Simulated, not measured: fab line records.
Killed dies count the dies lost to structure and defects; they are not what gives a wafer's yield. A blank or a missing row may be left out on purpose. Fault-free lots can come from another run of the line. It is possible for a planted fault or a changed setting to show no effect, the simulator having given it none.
Which of the tools did it? :: flow sky130 :: 42 wafers from 14 lots sampled at 2 of the route's 708 steps

## WHAT THE GAUGES READ, wafer by wafer
Not one reading of a measure or inspect step in the record can be checked against a usual standard deviation.

## WHICH TOOL RAN EACH LOT (tool, then ch and the chambers of the sampled wafers, then the start)
lot: L540
SKY_VIA2_ETCH_15: rieDiel-03 ch 1,3, day 37 19:21
SKY_VIA2_STRIP_16: plasmaAsher-04 ch 0, day 37 19:25

lot: L542
SKY_VIA2_ETCH_15: rieDiel-03 ch 0,2, day 38 06:37
SKY_VIA2_STRIP_16: plasmaAsher-04 ch 0,1, day 38 06:43

lot: L541
SKY_VIA2_ETCH_15: rieDiel-03 ch 0,1,3, day 38 08:22
SKY_VIA2_STRIP_16: plasmaAsher-01 ch 0, day 38 08:25

lot: L543
SKY_VIA2_ETCH_15: rieDiel-01 ch 1,2, day 38 16:10
SKY_VIA2_STRIP_16: plasmaAsher-01 ch 0,1, day 38 16:13

lot: L545
SKY_VIA2_ETCH_15: rieDiel-01 ch 0,1,2, day 39 06:18
SKY_VIA2_STRIP_16: plasmaAsher-03 ch 0,1, day 39 06:24

lot: L546
SKY_VIA2_ETCH_15: rieDiel-04 ch 1,2,3, day 39 15:01
SKY_VIA2_STRIP_16: plasmaAsher-04 ch 0,1, day 39 15:05

lot: L547
SKY_VIA2_ETCH_15: rieDiel-04 ch 0,2,3, day 39 22:57
SKY_VIA2_STRIP_16: plasmaAsher-04 ch 0,1, day 39 23:01

lot: L548
SKY_VIA2_ETCH_15: rieDiel-03 ch 1,3, day 40 15:11
SKY_VIA2_STRIP_16: plasmaAsher-03 ch 0,1, day 40 15:17

lot: L550
SKY_VIA2_ETCH_15: rieDiel-03 ch 1,2,3, day 41 01:36
SKY_VIA2_STRIP_16: plasmaAsher-03 ch 0,1, day 41 01:40

lot: L553
SKY_VIA2_ETCH_15: rieDiel-03 ch 1,2, day 41 23:59
SKY_VIA2_STRIP_16: plasmaAsher-04 ch 0,1, day 42 00:05

lot: L554
SKY_VIA2_ETCH_15: rieDiel-03 ch 0,1,3, day 42 12:45
SKY_VIA2_STRIP_16: plasmaAsher-04 ch 0,1, day 42 12:49

lot: L555
SKY_VIA2_ETCH_15: rieDiel-03 ch 1,2,3, day 42 20:27
SKY_VIA2_STRIP_16: plasmaAsher-04 ch 1, day 42 20:31

lot: L556
SKY_VIA2_ETCH_15: rieDiel-01 ch 0,2,3, day 42 21:15
SKY_VIA2_STRIP_16: plasmaAsher-03 ch 0,1, day 42 21:19

lot: L559
SKY_VIA2_ETCH_15: rieDiel-01 ch 1,2,3, day 43 14:44
SKY_VIA2_STRIP_16: plasmaAsher-03 ch 0,1, day 43 14:49
- SKY_VIA2_ETCH_15: etches SiO2 in C4F8/O2/Ar, stops on TiN, target depth 546 nm, time 84 s.
- SKY_VIA2_STRIP_16: strips in O2/N2.

## AS READ BY THE TOOLS THEMSELVES (means over the sampled wafers that have a number; for cases with no such wafer, the mark the record gives instead)
SKY_VIA2_ETCH_15.
lot: L540
tool: rieDiel-03
oesProductAu (a.u.): 0.940
rfFwdPowerW (W): 1486

lot: L542
tool: rieDiel-03
oesProductAu (a.u.): 0.936
rfFwdPowerW (W): 1492

lot: L541
tool: rieDiel-03
oesProductAu (a.u.): 0.940
rfFwdPowerW (W): 1490

lot: L543
tool: rieDiel-01
oesProductAu (a.u.): 0.938
rfFwdPowerW (W): 1495

lot: L545
tool: rieDiel-01
oesProductAu (a.u.): 0.939
rfFwdPowerW (W): 1489

lot: L546
tool: rieDiel-04
oesProductAu (a.u.): 0.940
rfFwdPowerW (W): 1491

lot: L547
tool: rieDiel-04
oesProductAu (a.u.): 0.936
rfFwdPowerW (W): 1491

lot: L548
tool: rieDiel-03
oesProductAu (a.u.): 0.938
rfFwdPowerW (W): 1491

lot: L550
tool: rieDiel-03
oesProductAu (a.u.): 0.937
rfFwdPowerW (W): 1490

lot: L553
tool: rieDiel-03
oesProductAu (a.u.): 0.937
rfFwdPowerW (W): 1729

lot: L554
tool: rieDiel-03
oesProductAu (a.u.): 0.939
rfFwdPowerW (W): 1734

lot: L555
tool: rieDiel-03
oesProductAu (a.u.): 0.942
rfFwdPowerW (W): 1726

lot: L556
tool: rieDiel-01
oesProductAu (a.u.): 0.940
rfFwdPowerW (W): 1493

lot: L559
tool: rieDiel-01
oesProductAu (a.u.): 0.941
rfFwdPowerW (W): 1494

SKY_VIA2_STRIP_16.
lot: L540
tool: plasmaAsher-04
drypumpMotorCurrentA (A): 5.9
oesProductAu (a.u.): 0.401
stripTimeToEndpointS (s): 4.07

lot: L542
tool: plasmaAsher-04
drypumpMotorCurrentA (A): 6.3
oesProductAu (a.u.): 0.399
stripTimeToEndpointS (s): 4.07

lot: L541
tool: plasmaAsher-01
drypumpMotorCurrentA (A): 5.4
oesProductAu (a.u.): 0.403
stripTimeToEndpointS (s): 4.06

lot: L543
tool: plasmaAsher-01
drypumpMotorCurrentA (A): 5.7
oesProductAu (a.u.): 0.403
stripTimeToEndpointS (s): 4.03

lot: L545
tool: plasmaAsher-03
drypumpMotorCurrentA (A): 6.0
oesProductAu (a.u.): 0.401
stripTimeToEndpointS (s): 4.01

lot: L546
tool: plasmaAsher-04
drypumpMotorCurrentA (A): 6.3
oesProductAu (a.u.): 0.400
stripTimeToEndpointS (s): 4.07

lot: L547
tool: plasmaAsher-04
drypumpMotorCurrentA (A): 6.3
oesProductAu (a.u.): 0.394
stripTimeToEndpointS (s): 4.03

lot: L548
tool: plasmaAsher-03
drypumpMotorCurrentA (A): 5.8
oesProductAu (a.u.): 0.402
stripTimeToEndpointS (s): 4.07

lot: L550
tool: plasmaAsher-03
drypumpMotorCurrentA (A): 5.8
oesProductAu (a.u.): 0.401
stripTimeToEndpointS (s): 4.05

lot: L553
tool: plasmaAsher-04
drypumpMotorCurrentA (A): 6.3
oesProductAu (a.u.): 0.394
stripTimeToEndpointS (s): 3.94

lot: L554
tool: plasmaAsher-04
drypumpMotorCurrentA (A): 6.3
oesProductAu (a.u.): 0.393
stripTimeToEndpointS (s): 3.96

lot: L555
tool: plasmaAsher-04
drypumpMotorCurrentA (A): 6.5
oesProductAu (a.u.): 0.392
stripTimeToEndpointS (s): 3.99

lot: L556
tool: plasmaAsher-03
drypumpMotorCurrentA (A): 5.8
oesProductAu (a.u.): 0.395
stripTimeToEndpointS (s): 4.04

lot: L559
tool: plasmaAsher-03
drypumpMotorCurrentA (A): 6.0
oesProductAu (a.u.): 0.402
stripTimeToEndpointS (s): 4.07

## THE ANSWER, worked out from the rows above alone
Rule: what is usual is taken from the lots themselves. The widest of any qualifying gaps counts: lots, ordered by their means at a reading, are off when they make up no more than a third of the lots, leave a main group of 4 or more, and stand apart from it by 3 or more times the standard deviation of that group's means. The tables above print the reading to a certain number of digits; a main group whose means all agree to those digits is not used. Also off: a lot with no number at a reading for which 4 or more lots have one. Any other lot the step has rows for is counted as sound. Order of review: gauges by route order, followed by the tools' own readings, for which a lot's mean as printed above is used. The first step at which some lot is off is used, and at that step the reading that is off furthest; a lot without a number counts as furthest.
Off at SKY_VIA2_ETCH_15 (rfFwdPowerW): L553, L554, L555. Mean 1491 W and standard deviation 2.4 in the main group.
If a tool, at that step or one of the process steps before it, ran each lot that is off and ran no sound lot following the first of them, it fits. One fits: SKY_VIA2_ETCH_15 on rieDiel-03. A fault onset in the window from L550 (day 41 01:36, its last sound lot) to L553 (day 41 23:59, its first lot off) fits.
The tool's own readings at SKY_VIA2_ETCH_15 bear it out: on the lots that are off they differ by more than 5 times the standard deviation of the sound lots' means. rfFwdPowerW reads 1730 W there against 1491 W on the sound lots.

## WHAT WAS PUT IN BY THE SIMULATOR
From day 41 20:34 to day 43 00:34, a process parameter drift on rieDiel-03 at SKY_VIA2_ETCH_15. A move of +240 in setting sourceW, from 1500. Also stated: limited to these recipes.
Lots struck among those shown: L553, L554, L555. The rule given above showed the same thing.
